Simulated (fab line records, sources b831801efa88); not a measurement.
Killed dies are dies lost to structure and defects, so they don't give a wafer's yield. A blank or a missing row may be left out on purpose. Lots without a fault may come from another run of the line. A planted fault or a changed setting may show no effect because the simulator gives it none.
Chamber matching | flow gf180mcu | GF_CONTACT_CVD_00 on hdpcvd-01: 3 sister chambers
The step deposits SiO2, target thk 300 nm, time 50 s. 3 wafers are shown with their chamber, then 7 later ones without.

WAFERS WITH THEIR CHAMBER
wafer  | chamber | pressure_mtorr (mTorr)
L758.4 | 0       | 6.019
L759.3 | 2       | 6.009
L759.4 | 1       | 6.001

WAFERS WITHOUT THEIR CHAMBER
wafer  | pressure_mtorr (mTorr)
L759.5 | 5.993
L761.1 | 6.021
L761.5 | 5.997
L761.6 | 5.990
L765.1 | 6.003
L765.2 | 6.006
L765.6 | 5.985

WHICH CHAMBER EACH WENT THROUGH
wafer  | from the rows above          | in truth
L759.5 | can't be placed: 1 or 2      | 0
L761.1 | can't be placed: 0 or 2      | 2
L761.5 | can't be placed: 1 or 2      | 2
L761.6 | can't be placed: 1 or 2      | 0
L765.1 | can't be placed: 1 or 2 or 0 | 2
L765.2 | can't be placed: 2 or 1 or 0 | 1
L765.6 | can't be placed: 1 or 2      | 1
Placed correctly: 0 of 7. Can't be placed from these rows: 7 (the true chamber is among the candidates in 5). Placed wrongly: 0.
How it was worked out, from the rows above alone: a wafer's distance from a chamber is the root of the sum, over the readings, of the square of ((its reading less the chamber's mean) divided by the reading's scatter). The wafer belongs to the nearest chamber; if the next one is less than 2 further off, it can't be placed. A chamber's mean is the mean of its shown wafers. The scatter: with one shown wafer a chamber, the root of the mean of the squares of how far each hidden wafer lies from its nearest shown one.
